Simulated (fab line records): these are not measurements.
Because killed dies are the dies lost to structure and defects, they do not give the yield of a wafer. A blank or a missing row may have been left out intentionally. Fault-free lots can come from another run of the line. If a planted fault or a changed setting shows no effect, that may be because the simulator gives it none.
Chamber matching | flow gf180mcu | pecvd-04 running GF_V4_CVD_02: 3 sister chambers
The step deposits SiO2 from TEOS, target thk 850 nm, time 94.851 s. 3 wafers are shown with their chamber, then 12 later ones without.

## WAFERS WITH THEIR CHAMBER
wafer  | chamber | heater-power-w (W)
L082.4 | 1       | 597
L082.5 | 0       | 665
L082.6 | 2       | 758

## WAFERS WHOSE CHAMBER IS MISSING
wafer  | heater-power-w (W)
L083.1 | 629
L083.2 | 678
L083.5 | 711
L086.3 | 630
L086.4 | 692
L086.5 | 502
L095.2 | 579
L095.4 | 609
L095.6 | 683
L097.1 | 703
L097.3 | 615
L097.5 | 724

## WHICH CHAMBER EACH ONE RAN IN
wafer  | from the rows above          | in truth
L083.1 | can't be placed: 1 or 0      | 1
L083.2 | can't be placed: 0 or 2 or 1 | 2
L083.5 | can't be placed: 0 or 2 or 1 | 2
L086.3 | can't be placed: 1 or 0      | 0
L086.4 | can't be placed: 0 or 2 or 1 | 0
L086.5 | can't be placed: 1 or 0      | 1
L095.2 | can't be placed: 1 or 0      | 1
L095.4 | can't be placed: 1 or 0      | 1
L095.6 | can't be placed: 0 or 2 or 1 | 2
L097.1 | can't be placed: 0 or 2 or 1 | 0
L097.3 | can't be placed: 1 or 0      | 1
L097.5 | can't be placed: 2 or 0      | 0
Placed correctly: 0 of 12. Unplaceable from these rows: 12, with the true chamber sitting among the candidates in 12. Placed wrongly: 0.
How it was worked out, from the rows above alone: a wafer's distance from a chamber is the root of the sum, over the readings, of the square of ((its reading less the chamber's mean) divided by the reading's scatter). If the next closest chamber is less than 2 further off than the closest, the wafer can't be placed; otherwise it belongs to the closest. The mean given for a chamber averages the wafers shown for that chamber. The scatter (one wafer shown for each chamber): square how far every hidden wafer sits from the nearest shown wafer, average those squares and take the square root.
